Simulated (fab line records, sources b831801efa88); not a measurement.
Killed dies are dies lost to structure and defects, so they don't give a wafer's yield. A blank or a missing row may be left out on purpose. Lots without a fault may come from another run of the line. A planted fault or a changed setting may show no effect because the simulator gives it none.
Chamber matching | flow sfq_line | SFQ_TRILAYER_I0_VIA_ETCH_VIA_ETCH_034 on rie_diel-02: 4 sister chambers
The step etches SiO2 in CHF3, stops on Nb, target depth 260 nm. 4 wafers are shown with their chamber, then 8 later ones without.

WAFERS WITH THEIR CHAMBER
wafer  | chamber | drypump_motor_current_A (A)
L082.4 | 3       | 5.2
L091.4 | 0       | 5.7
L091.6 | 1       | 5.5
L096.1 | 2       | 6.3

WAFERS WITHOUT THEIR CHAMBER
wafer  | drypump_motor_current_A (A)
L096.2 | 5.5
L096.3 | 5.2
L096.4 | 5.6
L096.5 | 5.5
L096.6 | 6.3
L097.2 | 5.2
L097.3 | 5.6
L097.6 | 5.6

WHICH CHAMBER EACH WENT THROUGH
wafer  | from the rows above     | in truth
L096.2 | 1                       | 1
L096.3 | 3                       | 3
L096.4 | can't be placed: 1 or 0 | 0
L096.5 | 1                       | 1
L096.6 | 2                       | 2
L097.2 | 3                       | 3
L097.3 | can't be placed: 1 or 0 | 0
L097.6 | can't be placed: 1 or 0 | 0
Placed correctly: 5 of 8. Can't be placed from these rows: 3 (the true chamber is among the candidates in 3). Placed wrongly: 0.
How it was worked out, from the rows above alone: a wafer's distance from a chamber is the root of the sum, over the readings, of the square of ((its reading less the chamber's mean) divided by the reading's scatter). The wafer belongs to the nearest chamber; if the next one is less than 2 further off, it can't be placed. A chamber's mean is the mean of its shown wafers. The scatter: with one shown wafer a chamber, the root of the mean of the squares of how far each hidden wafer lies from its nearest shown one.
